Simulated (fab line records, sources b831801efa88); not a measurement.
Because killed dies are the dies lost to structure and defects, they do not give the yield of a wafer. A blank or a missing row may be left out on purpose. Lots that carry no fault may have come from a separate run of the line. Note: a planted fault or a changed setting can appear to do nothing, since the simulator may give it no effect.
Struck lot and sound lot, side by side / flow sky130 / 43 steps out of a route of 708
Sound: these wafers, L773.2, L773.3, L773.5. Struck: wafer L794.5 (left out: L794.1, L794.6 of the same lot, which were not struck); the cause appears at the end.
For every step that has rows: the tool of each side, followed by ch and its chambers, followed by its first start. Under that, the readings that differ: sound wafers / struck wafers / difference of the means / sigmas: that difference in standard deviations of wafers without a fault.
alike: readings with means less than 2 such deviations apart, plus words and numbers identical on both sides. not compared: withheld readings, readings lacking a value on some wafer, bounds such as >300 that could conceal the same value, and numbers that have no deviation in the record and whose values overlap.
Wherever a step has rows on one side only, a row that says differs or no value, or a row with sigmas, the two part there. Numbers that don't overlap but have no deviation are shown without sigmas and don't part them. A reading missing from all wafers of one side parts the sides only when that side holds two or more wafers.

SKY_LOCAL_INTERCONNECT_RS_MEAS_01: measurement is done with a four-point probe.
  sound on film_metro-02, day 30 17:03; struck on film_metro-02, day 36 10:59
reading=LOCAL_INTERCONNECT_TIN_RS (ohm/sq); sound=14.44 14.32 14.28; struck=13.96; difference=-0.39; sigmas=-3
SKY_LOCAL_INTERCONNECT_THK_MEAS_02: measures by xrf.
  sound on film_metro-02, day 30 17:10; struck on film_metro-02, day 36 11:06
  alike: LOCAL_INTERCONNECT_TIN_THK
then, 8 steps without rows for these wafers: SKY_LOCAL_INTERCONNECT_DEHYDRATE_03 (time 60 s); SKY_LOCAL_INTERCONNECT_HMDS_04 (prime time 60 s); SKY_LOCAL_INTERCONNECT_COAT_05 (resist thk 60 nm); SKY_LOCAL_INTERCONNECT_COAT_06 (resist thk 450 nm); SKY_LOCAL_INTERCONNECT_SOFTBAKE_07 (time 90 s); SKY_LOCAL_INTERCONNECT_EXPOSE_08 (exposes mask LI1M, target cd 170 nm); SKY_LOCAL_INTERCONNECT_PEB_09; SKY_LOCAL_INTERCONNECT_DEVELOP_10 (develop time 60 s).
SKY_LOCAL_INTERCONNECT_CD_MEAS_11 targets a cd of 170 nm.
  sound on cd_sem-01, day 31 20:34; struck on cd_sem-02, day 37 14:26
  alike: cd_nm
SKY_LOCAL_INTERCONNECT_OVL_MEAS_12:
  sound on overlay-01, day 31 20:41; struck on overlay-01, day 37 14:34
  alike: LOCAL_INTERCONNECT_OVL
SKY_LOCAL_INTERCONNECT_ETCH_13: etches BARC in N2/H2, stops on SiO2, time 45.9 s, target depth 60 nm.
  sound on rie_metal-03 ch 0,1, day 31 20:43; struck on rie_metal-04 ch 0, day 37 14:36
reading=oes_product_au (a.u.); sound=0.856 0.855 0.862; struck=0.867; difference=+0.009; sigmas=+2
  alike: bias_w, drypump_motor_current_A, he_backside_leak_sccm, throttle_valve_pct
  not compared: rf_hours_counter_h
then, 1 step without rows for these wafers: SKY_LOCAL_INTERCONNECT_METAL_ETCH_14 (etches TiN in Cl2/BCl3, stops on PSG, target depth 110 nm, time 31.4 s).
SKY_LOCAL_INTERCONNECT_STRIP_15: strips in O2/N2.
  sound on plasma_asher-04 ch 0,1, day 31 20:49; struck on plasma_asher-04 ch 1, day 37 14:43
reading=oes_product_au (a.u.); sound=0.418 0.432 0.420; struck=0.439; difference=+0.016; sigmas=+3
  alike: drypump_motor_current_A, strip_time_to_endpoint_s
  not compared: rf_hours_counter_h
then, 3 steps without rows for these wafers: SKY_LOCAL_INTERCONNECT_STRIP_16 (strips in post etch residue remover, time 1247 s); SKY_LOCAL_INTERCONNECT_CLEAN_17 (cleans in IPA, time 180 s); SKY_LOCAL_INTERCONNECT_CLEAN_18 (cleans in O3/DIW).
SKY_CONTACT_CVD_00: deposits Si3N4, target thk 75 nm.
  sound on pecvd-02 ch 0,1, day 31 21:25; struck on pecvd-01 ch 1, day 37 15:19
  alike: heater_power_outer_w, heater_power_w
SKY_CONTACT_THK_MEAS_01:
  sound on film_metro-02, day 31 21:29; struck on film_metro-02, day 37 15:20
  alike: CONTACT_CVD_00_THK
then, 1 step without rows for these wafers: SKY_CONTACT_HDPCVD_02 (deposits SiO2, target thk 565 nm, time 94.2 s).
SKY_CONTACT_THK_MEAS_03:
  sound on film_metro-04, day 31 21:37; struck on film_metro-03, day 37 15:28
  alike: CONTACT_HDPCVD_THK
SKY_CONTACT_CMP_04: polishes SiO2.
  sound on cmp-02 ch 1,2,3, day 31 21:46; struck on cmp-02 ch 3, day 37 15:41
  alike: edge_zone_pressure_frac, motor_current_A, platen_rpm, time_to_endpoint_s
SKY_CONTACT_BOW_MEAS_05:
  sound on film_metro-04, day 31 22:02; struck on film_metro-04, day 37 15:53
  alike: CONTACT_BOW
then, 8 steps without rows for these wafers: SKY_CONTACT_DEHYDRATE_06 (time 60 s); SKY_CONTACT_HMDS_07 (prime time 60 s); SKY_CONTACT_COAT_08 (resist thk 60 nm); SKY_CONTACT_COAT_09 (resist thk 450 nm); SKY_CONTACT_SOFTBAKE_10 (time 90 s); SKY_CONTACT_EXPOSE_11 (exposes mask CTM1, target cd 170 nm); SKY_CONTACT_PEB_12; SKY_CONTACT_DEVELOP_13 (develop time 60 s).
SKY_CONTACT_CD_MEAS_14 targets a cd of 170 nm.
  sound on cd_sem-01, day 33 01:39; struck on cd_sem-02, day 38 17:25
  alike: cd_nm
SKY_CONTACT_OVL_MEAS_15:
  sound on overlay-01, day 33 01:46; struck on overlay-01, day 38 17:32
  alike: CONTACT_OVL
then, 2 steps without rows for these wafers: SKY_CONTACT_ETCH_16 (etches BARC in N2/H2, stops on SiO2, time 45.9 s, target depth 60 nm); SKY_CONTACT_ETCH_17 (etches SiO2 in C4F8/O2/Ar, stops on Si3N4, target depth 340 nm).
SKY_CONTACT_ETCH_18: etches Si3N4 in CHF3/O2, stops on TiN, time 39 s, target depth 75 nm.
  sound: rie_diel-01 ch 1,2; struck: rie_diel-04 ch 0
  alike: bias_w, drypump_motor_current_A, oes_product_au, throttle_valve_pct
  not compared: rf_hours_counter_h
SKY_CONTACT_STRIP_19: strips in O2/N2.
  sound on plasma_asher-03 ch 0,1, day 33 01:55; struck on plasma_asher-03 ch 0, day 38 17:42
  alike: drypump_motor_current_A, oes_product_au, strip_time_to_endpoint_s
  not compared: rf_hours_counter_h
then, 4 steps without rows for these wafers: SKY_CONTACT_STRIP_20 (strips in post etch residue remover, time 1200 s); SKY_CONTACT_CLEAN_21 (cleans in IPA, time 180 s); SKY_CONTACT_CLEAN_22 (cleans in O3/DIW); SKY_CONTACT_SPUTTER_23 (material TiN, target thk 20 nm, time 80 s).
-- the record jumps here: 12 days lie between the struck wafers' starts before and after (it left off in module CONTACT and takes up again in module PAD_OPEN, whose first step shown is number 708 of the route) --
SKY_PAD_OPEN_PROBE_99:
  rows exist in the record for the struck wafers here (prober-02, day 50 21:41), but not for the sound ones

WHERE THEY PART
Last at SKY_PAD_OPEN_PROBE_99 as far as this record goes, first at SKY_LOCAL_INTERCONNECT_RS_MEAS_01.

WHY: whatever the simulator had introduced
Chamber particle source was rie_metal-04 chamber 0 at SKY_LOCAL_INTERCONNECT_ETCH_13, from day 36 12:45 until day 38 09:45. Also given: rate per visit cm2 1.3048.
